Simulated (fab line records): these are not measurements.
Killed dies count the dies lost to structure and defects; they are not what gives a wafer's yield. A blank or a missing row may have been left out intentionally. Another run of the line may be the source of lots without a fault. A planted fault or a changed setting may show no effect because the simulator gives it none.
fab line records ; flow gf180mcu
[record] lots = 7; wafers = 21; last-day = 34
route steps=602 shown MVSD@76 MVPSD@78 VT_IMPLANT@90 SAB@275
lots with no fault: from the same line, run without faults
start-h: hours from the record's first day to the start of the lot's first wafer shown ; wait-h: time in hours since the lot's previous step ; " repeats the value in the row above ; L1.1+2: several wafers, shown together as one row ; - value missing, or start not given ; * or withheld: withheld ; < > ~ a bound
route shown NAME@n: NAME is a module with steps in the file, n the number in the route of the first one ; usual: mean and standard deviation over wafers with no fault ; same: alike in all rows ; chamber/n: place in a boat ; sites: per-site readings ; _std_site: how widely they spread, as a standard deviation ; _edge_site: mean of outer sites minus mean of inner sites ; radius-mm: how far each site lies from the wafer's centre ; mask NAME#n: copy n ; behind: the last tool/chamber to shape the wafer ; hold: cause of the lot's hold/its duration in hours/its outcome ; device: whichever transistor did not switch (one of n, p or np) ; end of line: at the end of the route, the tests of the same wafers ; for a step that has no rows: nothing shown but its recipe ; killed: dies lost to structure and defects at the first sort, not the wafer's yield ; map: shows each die of a wafer: x if killed, . if not, _ if none is there
set.NAME: the setting as run; set.NAME@STEP: as run at that earlier step ; model.NAME: the simulator's own value behind a step, which no gauge read
certain route steps with their lots: each step a table, each wafer a row
services: a tool's chamber out of use, with start hour (start-h, from the record's first day; less than 0 if before it), hours out, and reason
[[steps]]
[step GF_MVSD_STRIP_10]
[recipe] chemistry = O2/N2; power-w = 1400; pressure-mtorr = 1500; platen-temp-c = 250; o2-flow-sccm = 3000; n2-flow-sccm = 300; overash-fraction = 0.5
[usual] chamber-pressure-mTorr = 1500.1/1.3; drypump-motor-current-A = 5.73/0.28; heater-power-w = 349/23; oes-product-au = 0.722/0.0041; strip-time-to-endpoint-s = 36.97/0.11
lot.wafer;tool;chamber;start-h;wait-h;chamber-pressure-mTorr;drypump-motor-current-A;heater-power-w;oes-product-au;rf-hours-counter-h;strip-time-to-endpoint-s
L642.2;plasma-asher-04;0;105.38;0.1;1500.4;6.17;353;0.714;43;37.12
L642.3;plasma-asher-04;0;105.38;0.1;1500.4;6.19;355;0.718;-;37.06
L642.6;plasma-asher-04;1;105.38;0.1;1499.6;5.82;378;0.719;-;37.16
L647.2;plasma-asher-01;0;134.58;0.1;1500.1;5.79;374;0.728;46;36.87
L647.5;plasma-asher-01;0;134.58;0.1;1499.4;5.82;376;0.720;-;36.96
L647.6;plasma-asher-01;1;134.58;0.1;1498.3;5.29;341;0.722;-;36.91
L648.2;plasma-asher-03;0;141.77;0.1;1500.5;5.47;327;0.730;37;37.03
L648.4;plasma-asher-03;0;141.77;0.1;1501.0;5.49;322;0.716;-;36.96
L648.6;plasma-asher-03;1;141.77;0.1;1500.0;5.84;323;0.720;-;36.95
L649.1;plasma-asher-01;1;145.78;0.1;1499.4;5.28;334;0.722;47;37.02
L649.2;plasma-asher-01;0;145.78;0.1;1500.1;5.79;376;0.725;47;37.15
L649.4;plasma-asher-01;1;145.78;0.1;1498.1;5.27;344;0.728;-;36.96
L651.3;plasma-asher-03;1;158.33;0.1;1499.8;5.83;333;0.723;-;37.05
L651.5;plasma-asher-03;0;158.33;0.1;1501.9;5.45;322;0.722;-;37.01
L651.6;plasma-asher-03;1;158.33;0.1;1500.7;5.84;324;0.726;-;36.97
L658.3;plasma-asher-01;0;196.25;0.1;1500.1;5.78;376;0.728;-;36.75
L658.4;plasma-asher-01;1;196.25;0.1;1502.3;5.30;346;0.727;-;36.84
L658.5;plasma-asher-01;0;196.25;0.1;1498.9;5.78;362;0.714;-;36.80
L660.1;plasma-asher-04;1;210.48;0.1;1499.2;5.82;385;0.724;54;36.86
L660.5;plasma-asher-04;0;210.48;0.1;1502.1;6.17;351;0.717;-;36.81
L660.6;plasma-asher-04;1;210.48;0.1;1499.3;5.81;384;0.714;-;36.93
[step GF_MVSD_TW_MEAS_11]
[usual] MVSD_TW = 1584/8.7
lot.wafer;tool;chamber;start-h;wait-h;MVSD_TW
L642.2;film-metro-03;-;105.49;0.1;1581
L642.3;film-metro-03;-;105.49;0.1;1587
L642.6;film-metro-03;-;105.49;0.1;1589
L647.2;film-metro-01;-;134.69;0.1;1586
L647.5;film-metro-01;-;134.69;0.1;1573
L647.6;film-metro-01;-;134.69;0.1;1583
L648.2;film-metro-03;-;141.88;0.1;1590
L648.4;film-metro-03;-;141.88;0.1;1583
L648.6;film-metro-03;-;141.88;0.1;1593
L649.1;film-metro-01;-;145.88;0.1;1589
L649.2;film-metro-01;-;145.88;0.1;1585
L649.4;film-metro-01;-;145.88;0.1;1587
L651.3;film-metro-02;-;158.41;0.1;1582
L651.5;film-metro-02;-;158.41;0.1;1580
L651.6;film-metro-02;-;158.41;0.1;1574
L658.3;film-metro-02;-;196.34;0.1;1579
L658.4;film-metro-02;-;196.34;0.1;1583
L658.5;film-metro-02;-;196.34;0.1;1582
L660.1;film-metro-03;-;210.58;0.1;1588
L660.5;film-metro-03;-;210.58;0.1;1596
L660.6;film-metro-03;-;210.58;0.1;1588
[step GF_MVPSD_DEHYDRATE_00]
[recipe] temp-c = 200; time-s = 60
[step GF_MVPSD_HMDS_01]
[recipe] prime-time-s = 60; prime-temp-c = 120
[step GF_MVPSD_COAT_02]
[recipe] spin-rpm = 1964; resist-thk-nm = 3000
[step GF_MVPSD_SOFTBAKE_03]
[recipe] temp-c = 110; time-s = withheld
[step GF_MVPSD_EXPOSE_04]
[recipe] mask-id = MVPSD; target-cd-nm = 1000; na = 0.6; source-shape = conventional; sigma-outer = 0.6; dose-mj = 260
[step GF_MVPSD_PEB_05]
[recipe] temp-c = 115; time-s = withheld
[step GF_MVPSD_DEVELOP_06]
[recipe] wall-angle-deg = 90; develop-time-s = 60; dev-temp-c = 23
[step GF_MVPSD_OVL_MEAS_07]
[usual] MVPSD_OVL = 0.0/1.1
lot.wafer;tool;chamber;start-h;wait-h;MVPSD_OVL[nm]
L642.2;overlay-01;-;119.70;-;3.4
L642.3;overlay-01;-;119.70;-;0.3
L642.6;overlay-01;-;119.70;-;-1.2
L647.2;overlay-01;-;150.20;-;1.1
L647.5;overlay-01;-;150.20;-;0.9
L647.6;overlay-01;-;150.20;-;0.6
L648.2;overlay-02;-;157.70;-;1.5
L648.4;overlay-02;-;157.70;-;-0.4
L648.6;overlay-02;-;157.70;-;-0.9
L649.1;overlay-01;-;161.15;-;-0.7
L649.2;overlay-01;-;161.15;-;0.7
L649.4;overlay-01;-;161.15;-;1.5
L651.3;overlay-01;-;174.16;-;-1.4
L651.5;overlay-01;-;174.16;-;-0.2
L651.6;overlay-01;-;174.16;-;-0.3
L658.3;overlay-02;-;213.06;-;-0.2
L658.4;overlay-02;-;213.06;-;0.2
L658.5;overlay-02;-;213.06;-;-0.3
L660.1;overlay-01;-;228.68;-;-0.5
L660.5;overlay-01;-;228.68;-;2.0
L660.6;overlay-01;-;228.68;-;-0.8
[step GF_MVPSD_IMPLANT_08]
[recipe] species = B; energy-kev = 170; dose-cm2 = 1.5e+13; tilt-deg = 0
[step GF_MVPSD_IMPLANT_09]
[recipe] species = B; energy-kev = 40; dose-cm2 = 5e+12; tilt-deg = 0
[step GF_MVPSD_STRIP_10]
[recipe] chemistry = O2/N2; power-w = 1400; pressure-mtorr = 1500; platen-temp-c = 250; o2-flow-sccm = 3000; n2-flow-sccm = 300; overash-fraction = 0.5
[usual] chamber-pressure-mTorr = 1499.8/1.5; drypump-motor-current-A = 5.68/0.3; heater-power-w = 344/23; oes-product-au = 0.722/0.0044; strip-time-to-endpoint-s = 37.27/0.11
lot.wafer;tool;chamber;start-h;wait-h;chamber-pressure-mTorr;drypump-motor-current-A;heater-power-w;oes-product-au;rf-hours-counter-h;strip-time-to-endpoint-s;model.coat_of_MVPSD_COAT_02.thk-nm
L642.2;plasma-asher-01;0;120.03;0.1;1502.0;5.85;371;0.718;44;37.26;0
L642.3;plasma-asher-01;1;120.03;0.1;1499.4;5.28;338;0.724;-;37.25;0
L642.6;plasma-asher-01;0;120.03;0.1;1498.2;5.81;371;0.730;-;37.31;0
L647.2;plasma-asher-01;0;150.53;0.1;-;-;-;-;-;-;3031
L647.5;plasma-asher-01;1;150.53;0.1;-;-;-;-;-;-;3032
L647.6;plasma-asher-01;0;150.53;0.1;-;-;-;-;-;-;3016
L648.2;plasma-asher-02;0;158.03;0.1;-;-;-;-;-;-;3030
L648.4;plasma-asher-02;0;158.03;0.1;-;-;-;-;-;-;3025
L648.6;plasma-asher-02;0;158.03;0.1;-;-;-;-;-;-;3024
L649.1;plasma-asher-01;0;161.48;0.1;-;-;-;-;-;-;3010
L649.2;plasma-asher-01;1;161.48;0.1;-;-;-;-;-;-;3016
L649.4;plasma-asher-01;1;161.48;0.1;-;-;-;-;-;-;3015
L651.3;plasma-asher-01;0;174.52;0.1;1501.3;5.84;375;0.728;-;37.27;0
L651.5;plasma-asher-01;1;174.52;0.1;1501.6;5.26;336;0.720;-;37.32;0
L651.6;plasma-asher-01;0;174.52;0.1;1498.4;5.80;376;0.726;-;37.25;0
L658.3;plasma-asher-01;0;213.42;0.1;1500.8;5.79;381;0.728;-;37.07;0
L658.4;plasma-asher-01;1;213.42;0.1;1502.1;5.28;343;0.722;-;36.98;0
L658.5;plasma-asher-01;0;213.42;0.1;1499.4;5.81;375;0.719;-;36.97;0
L660.1;plasma-asher-03;0;229.02;0.1;1498.5;5.48;320;0.718;47;37.21;0
L660.5;plasma-asher-03;1;229.02;0.1;1501.4;5.86;337;0.719;-;37.25;0
L660.6;plasma-asher-03;0;229.02;0.1;1503.5;5.49;316;0.722;-;37.11;0
[step GF_MVPSD_TW_MEAS_11]
[usual] MVPSD_TW = 554/3
lot.wafer;tool;chamber;start-h;wait-h;MVPSD_TW
L642.2;film-metro-02;-;120.14;0.1;550
L642.3;film-metro-02;-;120.14;0.1;554
L642.6;film-metro-02;-;120.14;0.1;552
L647.2;film-metro-01;-;150.64;0.1;552
L647.5;film-metro-01;-;150.64;0.1;552
L647.6;film-metro-01;-;150.64;0.1;556
L648.2;film-metro-02;-;158.14;0.1;551
L648.4;film-metro-02;-;158.14;0.1;550
L648.6;film-metro-02;-;158.14;0.1;550
L649.1;film-metro-03;-;161.58;0.1;556
L649.2;film-metro-03;-;161.58;0.1;561
L649.4;film-metro-03;-;161.58;0.1;559
L651.3;film-metro-03;-;174.60;0.1;559
L651.5;film-metro-03;-;174.60;0.1;563
L651.6;film-metro-03;-;174.60;0.1;560
L658.3;film-metro-02;-;213.50;0.1;550
L658.4;film-metro-02;-;213.50;0.1;551
L658.5;film-metro-02;-;213.50;0.1;553
L660.1;film-metro-01;-;229.12;0.1;554
L660.5;film-metro-01;-;229.12;0.1;554
L660.6;film-metro-01;-;229.12;0.1;550
[step GF_VT_IMPLANT_DEHYDRATE_00]
[recipe] temp-c = 200; time-s = 60
[step GF_VT_IMPLANT_HMDS_01]
[recipe] prime-time-s = 60; prime-temp-c = 120
[step GF_VT_IMPLANT_COAT_02]
[recipe] resist = NOVOLAK; spin-rpm = 3000; resist-thk-nm = 1000
[step GF_VT_IMPLANT_SOFTBAKE_03]
[recipe] temp-c = 90; time-s = 60; resist = NOVOLAK
[step GF_VT_IMPLANT_EXPOSE_04]
[recipe] mask-id = LVPWELL_LV_AREA; target-cd-nm = 600; na = 0.6; source-shape = conventional; sigma-outer = 0.6; dose-mj = 140
[step GF_VT_IMPLANT_PEB_05]
[recipe] temp-c = withheld; time-s = *; resist = NOVOLAK
[step GF_VT_IMPLANT_DEVELOP_06]
[recipe] develop-time-s = 60; dev-temp-c = 23
[step GF_VT_IMPLANT_OVL_MEAS_07]
[usual] VT_IMPLANT_OVL = 0.1/1.4
lot.wafer;tool;chamber;start-h;wait-h;VT_IMPLANT_OVL[nm]
L642.2;overlay-02;-;135.30;0.1;1.2
L642.3;overlay-02;-;135.30;0.1;1.1
L642.6;overlay-02;-;135.30;0.1;0.1
L647.2;overlay-02;-;165.60;0.1;0.1
L647.5;overlay-02;-;165.60;0.1;0.8
L647.6;overlay-02;-;165.60;0.1;0.3
L648.2;overlay-02;-;172.91;0.1;0.5
L648.4;overlay-02;-;172.91;0.1;0.8
L648.6;overlay-02;-;172.91;0.1;0.7
L649.1;overlay-02;-;177.00;0.1;-3.2
L649.2;overlay-02;-;177.00;0.1;0.3
L649.4;overlay-02;-;177.00;0.1;-2.4
L651.3;overlay-01;-;191.01;0.1;3.1
L651.5;overlay-01;-;191.01;0.1;1.1
L651.6;overlay-01;-;191.01;0.1;2.3
L658.3;overlay-01;-;231.62;0.1;-0.7
L658.4;overlay-01;-;231.62;0.1;0.5
L658.5;overlay-01;-;231.62;0.1;0.2
L660.1;overlay-01;-;247.01;0.1;0.3
L660.5;overlay-01;-;247.01;0.1;2.2
L660.6;overlay-01;-;247.01;0.1;1.8
[step GF_VT_IMPLANT_IMPLANT_08]
[recipe] species = BF2; energy-kev = 20; dose-cm2 = 8.29e+12; tilt-deg = 7
[step GF_VT_IMPLANT_STRIP_09]
[recipe] chemistry = O2/N2; power-w = 1400; pressure-mtorr = 1500; platen-temp-c = 250; o2-flow-sccm = 3000; n2-flow-sccm = 300; overash-fraction = 0.5
[usual] chamber-pressure-mTorr = 1500.2/1.3; drypump-motor-current-A = 5.95/0.22; heater-power-w = 350/28; oes-product-au = 0.715/0.0048; strip-time-to-endpoint-s = 12.63/0.034
lot.wafer;tool;chamber;start-h;wait-h;chamber-pressure-mTorr;drypump-motor-current-A;heater-power-w;oes-product-au;rf-hours-counter-h;strip-time-to-endpoint-s
L642.2;plasma-asher-03;0;135.48;0.1;1500.4;5.44;320;0.711;37;12.58
L642.3;plasma-asher-03;1;135.48;0.1;1503.6;5.85;323;0.714;-;12.66
L642.6;plasma-asher-03;0;135.48;0.1;1500.2;5.45;318;0.719;-;12.63
L647.2;plasma-asher-02;1;165.78;0.1;1501.2;5.96;308;0.734;5;57.70
L647.5;plasma-asher-02;0;165.78;0.1;1499.6;6.16;376;0.731;-;57.71
L647.6;plasma-asher-02;1;165.78;0.1;1500.4;5.95;311;0.723;-;57.46
L648.2;plasma-asher-02;1;173.09;0.1;1499.3;5.96;307;0.739;6;57.62
L648.4;plasma-asher-02;0;173.09;0.1;1498.7;6.19;363;0.734;-;57.55
L648.6;plasma-asher-02;1;173.09;0.1;1501.7;5.98;312;0.721;-;57.56
L649.1;plasma-asher-02;0;177.18;0.1;1499.1;6.19;378;0.730;6;57.32
L649.2;plasma-asher-02;1;177.18;0.1;1500.7;5.98;312;0.728;6;57.43
L649.4;plasma-asher-02;1;177.18;0.1;1499.4;5.93;310;0.723;-;57.39
L651.3;plasma-asher-02;0;191.22;0.1;1500.3;6.12;374;0.709;-;12.62
L651.5;plasma-asher-02;0;191.22;0.1;1500.8;6.16;372;0.717;-;12.60
L651.6;plasma-asher-02;1;191.22;0.1;1499.9;5.95;315;0.716;-;12.61
L658.3;plasma-asher-02;1;231.83;0.1;1500.1;5.94;305;0.711;-;12.61
L658.4;plasma-asher-02;0;231.83;0.1;1498.2;6.17;379;0.710;-;12.63
L658.5;plasma-asher-02;1;231.83;0.1;1499.9;5.95;318;0.712;-;12.65
L660.1;plasma-asher-04;1;247.19;0.1;1498.6;5.81;391;0.718;57;12.70
L660.5;plasma-asher-04;1;247.19;0.1;1500.5;5.83;394;0.714;-;12.68
L660.6;plasma-asher-04;0;247.19;0.1;1499.5;6.17;346;0.707;-;12.70
[step GF_VT_IMPLANT_TW_MEAS_10]
[usual] VT_IMPLANT_TW = 565/4
lot.wafer;tool;chamber;start-h;wait-h;VT_IMPLANT_TW
L642.2;film-metro-03;-;135.59;0.1;566
L642.3;film-metro-03;-;135.59;0.1;566
L642.6;film-metro-03;-;135.59;0.1;568
L647.2;film-metro-01;-;165.89;0.1;30
L647.5;film-metro-01;-;165.89;0.1;30
L647.6;film-metro-01;-;165.89;0.1;30
L648.2;film-metro-03;-;173.20;0.1;31
L648.4;film-metro-03;-;173.20;0.1;31
L648.6;film-metro-03;-;173.20;0.1;30
L649.1;film-metro-04;-;177.28;0.1;30
L649.2;film-metro-04;-;177.28;0.1;30
L649.4;film-metro-04;-;177.28;0.1;30
L651.3;film-metro-03;-;191.30;0.1;569
L651.5;film-metro-03;-;191.30;0.1;573
L651.6;film-metro-03;-;191.30;0.1;577
L658.3;film-metro-04;-;231.91;0.1;558
L658.4;film-metro-04;-;231.91;0.1;563
L658.5;film-metro-04;-;231.91;0.1;562
L660.1;film-metro-04;-;247.29;0.1;561
L660.5;film-metro-04;-;247.29;0.1;561
L660.6;film-metro-04;-;247.29;0.1;561
[step GF_VT_IMPLANT_DEHYDRATE_11]
[recipe] temp-c = 200; time-s = 60
[step GF_VT_IMPLANT_HMDS_12]
[recipe] prime-time-s = 60; prime-temp-c = 120
[step GF_VT_IMPLANT_COAT_13]
[recipe] resist = NOVOLAK; spin-rpm = 3000; resist-thk-nm = 1000
[step GF_VT_IMPLANT_SOFTBAKE_14]
[recipe] temp-c = 90; time-s = 60; resist = NOVOLAK
[step GF_VT_IMPLANT_EXPOSE_15]
[recipe] mask-id = Nwell_LV_AREA; target-cd-nm = 860; na = 0.6; source-shape = conventional; sigma-outer = 0.6; dose-mj = 140
[step GF_VT_IMPLANT_PEB_16]
[recipe] temp-c = withheld; time-s = *; resist = NOVOLAK
[step GF_VT_IMPLANT_DEVELOP_17]
[recipe] develop-time-s = 60; dev-temp-c = 23
[step GF_VT_IMPLANT_OVL_MEAS_18]
[usual] VT_IMPLANT_01_OVL = -0.7/1.2
lot.wafer;tool;chamber;start-h;wait-h;VT_IMPLANT_01_OVL[nm]
L642.2;overlay-02;-;150.80;0.1;-0.5
L642.3;overlay-02;-;150.80;0.1;0.2
L642.6;overlay-02;-;150.80;0.1;0.7
L647.2;overlay-01;-;181.90;0.1;-0.4
L647.5;overlay-01;-;181.90;0.1;0.6
L647.6;overlay-01;-;181.90;0.1;-0.6
L648.2;overlay-02;-;189.94;0.1;-1.8
L648.4;overlay-02;-;189.94;0.1;-1.1
L648.6;overlay-02;-;189.94;0.1;-1.0
L649.1;overlay-01;-;194.06;0.1;-3.1
L649.2;overlay-01;-;194.06;0.1;-1.7
L649.4;overlay-01;-;194.06;0.1;-1.0
L651.3;overlay-02;-;207.62;0.1;-1.8
L651.5;overlay-02;-;207.62;0.1;-0.6
L651.6;overlay-02;-;207.62;0.1;-1.1
L658.3;overlay-01;-;250.37;0.1;-0.8
L658.4;overlay-01;-;250.37;0.1;-1.7
L658.5;overlay-01;-;250.37;0.1;-0.9
L660.1;overlay-01;-;265.90;0.1;-2.8
L660.5;overlay-01;-;265.90;0.1;-2.4
L660.6;overlay-01;-;265.90;0.1;-3.0
[step GF_VT_IMPLANT_IMPLANT_19]
[recipe] species = As; energy-kev = 100; dose-cm2 = 4.35e+12; tilt-deg = 7
[step GF_VT_IMPLANT_STRIP_20]
[recipe] chemistry = O2/N2; power-w = 1400; pressure-mtorr = 1500; platen-temp-c = 250; o2-flow-sccm = 3000; n2-flow-sccm = 300; overash-fraction = 0.5
[usual] chamber-pressure-mTorr = 1500.1/1.5; drypump-motor-current-A = 5.87/0.25; heater-power-w = 344/25; oes-product-au = 0.716/0.0047; strip-time-to-endpoint-s = 12.62/0.045
lot.wafer;tool;chamber;start-h;wait-h;chamber-pressure-mTorr;drypump-motor-current-A;heater-power-w;oes-product-au;rf-hours-counter-h;strip-time-to-endpoint-s
L642.2;plasma-asher-03;0;150.98;0.1;1500.2;5.45;316;0.718;38;12.70
L642.3;plasma-asher-03;1;150.98;0.1;1498.6;5.84;332;0.718;-;12.64
L642.6;plasma-asher-03;0;150.98;0.1;1500.4;5.45;322;0.718;-;12.66
L647.2;plasma-asher-04;1;182.08;0.1;1497.6;5.83;376;0.722;51;12.63
L647.5;plasma-asher-04;1;182.08;0.1;1499.4;5.84;382;0.717;-;12.60
L647.6;plasma-asher-04;0;182.08;0.1;1499.9;6.18;349;0.723;-;12.57
L648.2;plasma-asher-04;1;190.12;0.1;1498.9;5.82;380;0.714;52;12.61
L648.4;plasma-asher-04;0;190.12;0.1;1499.2;6.16;353;0.711;-;12.60
L648.6;plasma-asher-04;1;190.12;0.1;1501.3;5.83;377;0.714;-;12.62
L649.1;plasma-asher-03;1;194.24;0.1;1500.4;5.86;321;0.710;43;12.61
L649.2;plasma-asher-03;0;194.24;0.1;1499.9;5.47;318;0.712;43;12.68
L649.4;plasma-asher-03;0;194.24;0.1;1498.2;5.50;316;0.720;-;12.63
L651.3;plasma-asher-04;1;207.83;0.1;1501.3;5.85;381;0.714;-;12.56
L651.5;plasma-asher-04;1;207.83;0.1;1499.1;5.84;380;0.714;-;12.54
L651.6;plasma-asher-04;0;207.83;0.1;1498.7;6.17;347;0.721;-;12.56
L658.3;plasma-asher-04;1;250.58;0.1;1500.8;5.84;382;0.718;-;12.58
L658.4;plasma-asher-04;0;250.58;0.1;1500.5;6.16;358;0.718;-;12.59
L658.5;plasma-asher-04;0;250.58;0.1;1500.2;6.15;362;0.712;-;12.61
L660.1;plasma-asher-04;0;266.08;0.1;1502.6;6.19;356;0.708;59;12.66
L660.5;plasma-asher-04;0;266.08;0.1;1498.6;6.19;346;0.714;-;12.68
L660.6;plasma-asher-04;1;266.08;0.1;1498.4;5.84;384;0.725;-;12.65
[step GF_VT_IMPLANT_TW_MEAS_21]
[usual] VT_IMPLANT_2_TW = 1217/9.3
lot.wafer;tool;chamber;start-h;wait-h;VT_IMPLANT_2_TW
L642.2;film-metro-04;-;151.09;0.1;1214
L642.3;film-metro-04;-;151.09;0.1;1212
L642.6;film-metro-04;-;151.09;0.1;1201
L647.2;film-metro-04;-;182.19;0.1;1211
L647.5;film-metro-04;-;182.19;0.1;1202
L647.6;film-metro-04;-;182.19;0.1;1209
L648.2;film-metro-04;-;190.23;0.1;1207
L648.4;film-metro-04;-;190.23;0.1;1210
L648.6;film-metro-04;-;190.23;0.1;1214
L649.1;film-metro-04;-;194.34;0.1;1207
L649.2;film-metro-04;-;194.34;0.1;1210
L649.4;film-metro-04;-;194.34;0.1;1210
L651.3;film-metro-04;-;207.91;0.1;1207
L651.5;film-metro-04;-;207.91;0.1;1205
L651.6;film-metro-04;-;207.91;0.1;1205
L658.3;film-metro-04;-;250.66;0.1;1210
L658.4;film-metro-04;-;250.66;0.1;1202
L658.5;film-metro-04;-;250.66;0.1;1200
L660.1;film-metro-04;-;266.18;0.1;1210
L660.5;film-metro-04;-;266.18;0.1;1208
L660.6;film-metro-04;-;266.18;0.1;1213
[step GF_VT_IMPLANT_DEHYDRATE_22]
[recipe] temp-c = 200; time-s = 60
[step GF_VT_IMPLANT_HMDS_23]
[recipe] prime-time-s = 60; prime-temp-c = 120
[step GF_VT_IMPLANT_COAT_24]
[recipe] resist = NOVOLAK; spin-rpm = 3000; resist-thk-nm = 1000
[step GF_VT_IMPLANT_SOFTBAKE_25]
[recipe] temp-c = 90; time-s = 60; resist = NOVOLAK
[step GF_VT_IMPLANT_EXPOSE_26]
[recipe] mask-id = LVPWELL_HV_AREA; target-cd-nm = 860; na = 0.6; source-shape = conventional; sigma-outer = 0.6; dose-mj = 140
[step GF_VT_IMPLANT_PEB_27]
[recipe] temp-c = withheld; time-s = *; resist = NOVOLAK
[step GF_SAB_ETCH_11]
[recipe] chemistry = C4F8/O2/Ar; mask-material = NOVOLAK; target = SiO2; target-depth-nm = 55; source-w = 1500; bias-w = 1200; pressure-mtorr = 40; c4f8-flow-sccm = withheld; O2_flow_sccm = 6; Ar_flow_sccm = 300; time-s = 8.5
[usual] oes-product-au = 0.993/0.0088
lot.wafer;tool;chamber;start-h;wait-h;oes-product-au;rf-hours-counter-h;model.SAB.cd-nm
L642.2;rie-diel-04;3;374.74;0.0;0.985;42;419.5
L642.3;rie-diel-04;2;374.74;0.0;1.007;1;421.6
L642.6;rie-diel-04;2;374.74;0.0;0.998;-;419
L647.2;rie-diel-03;2;413.16;0.0;0.990;107;419.6
L647.5;rie-diel-03;1;413.16;0.0;1.007;-;420
L647.6;rie-diel-03;3;413.16;0.0;0.995;-;417.7
L648.2;rie-diel-02;1;427.16;0.0;0.997;3;413
L648.4;rie-diel-02;1;427.16;0.0;0.995;-;409.6
L648.6;rie-diel-02;0;427.16;0.0;0.989;-;411.6
L649.1;rie-diel-04;0;435.99;0.0;1.001;89;421.2
L649.2;rie-diel-04;3;435.99;0.0;0.990;44;421.5
L649.4;rie-diel-04;1;435.99;0.0;0.992;-;420.9
L651.3;rie-diel-04;1;453.81;0.0;0.982;98;420.1
L651.5;rie-diel-04;1;453.81;0.0;0.987;-;419.5
L651.6;rie-diel-04;0;453.81;0.0;1.001;-;421.5
L658.3;rie-diel-04;3;505.98;0.0;0.984;45;415.2
L658.4;rie-diel-04;2;505.98;0.0;1.005;2;417.6
L658.5;rie-diel-04;3;505.98;0.0;0.987;-;417.6
L660.1;rie-diel-04;3;527.73;0.0;0.998;46;418.3
L660.5;rie-diel-04;0;527.73;0.0;0.998;-;420.7
L660.6;rie-diel-04;3;527.73;0.0;0.997;-;420.2
[[services]]
tool;chamber;start-h;hours;kind
rie-diel-03;3;82.14;13.9;repair
rie-diel-03;2;96.47;33.1;repair
plasma-asher-01;-;96.67;2.3;repair
rie-diel-03;1;99.82;1.9;repair
plasma-asher-02;-;108.75;9.0;pm
rie-diel-04;3;118.34;2.1;repair
rie-diel-04;-;120.33;0.7;repair
plasma-asher-03;-;163.02;3.9;repair
plasma-asher-03;-;180.40;1.0;repair
plasma-asher-02;-;186.07;4.1;repair
rie-diel-04;-;198.39;0.6;repair
rie-diel-04;-;216.52;2.8;pm
rie-diel-04;3;258.54;13.3;repair
rie-diel-04;-;293.85;28.1;pm
rie-diel-04;0;341.32;7.5;repair
rie-diel-04;-;394.97;0.3;repair
rie-diel-04;2;406.64;9.9;repair
rie-diel-04;2;417.56;26.3;repair
plasma-asher-04;-;421.25;9.0;pm
plasma-asher-02;-;472.42;1.8;repair
rie-diel-04;2;479.03;5.6;repair
rie-diel-04;1;491.78;3.8;repair
rie-diel-04;-;499.28;0.5;repair
plasma-asher-03;-;517.88;13.3;repair
[[key]]
[first-sign] step = GF_MVPSD_STRIP_10; reading = tool-record; direction = missing
[effect] step = GF_VT_IMPLANT_STRIP_09; reading = strip-time-to-endpoint-s; direction = up; sigmas = 99+; usual = *; struck = *
[effect] step = GF_VT_IMPLANT_TW_MEAS_10; reading = VT_IMPLANT_TW; direction = down; sigmas = 99+; usual = 565; struck = 30
[model-effect] step = GF_MVPSD_STRIP_10; value = coat_of_MVPSD_COAT_02.thk-nm; without = 0; struck = 3022
[model-effect] step = GF_SAB_ETCH_11; value = SAB.cd-nm; without = 420.5; struck = 417.2
met-at GF_MVPSD_STRIP_10
struck-wafers L647.2,L647.5,L647.6,L648.2,L648.4,L648.6,L649.1,L649.2,L649.4
sort-left-out L647.2,L647.5,L647.6,L648.2,L648.4,L648.6,L649.1,L649.2,L649.4
tester-left-out L647,L648,L649
[loop-trim] step = GF_SAB_EXPOSE_06; setting = dose; lots = L648
onset-between 120.03 150.53
[fault] kind = skipped-step-whole; tool = plasma-asher-01,plasma-asher-02; chamber = -; onset-h = 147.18; steps = GF_MVPSD_STRIP_10; scope = struck-lots-only
// tester-left-out: of these lots the tester's yield and bins aren't shown, on N5 and GAA mostly nor the transistor test; their killed dies are dies lost to structure and defects alone, not to doping, threshold or leakage, so they don't give the yield
// sort-left-out: the simulated sort isn't trusted on such a fault, so these wafers' sort isn't shown, and their yield isn't known
// loop-trim: a control loop set the setting to another value than it would have without faults
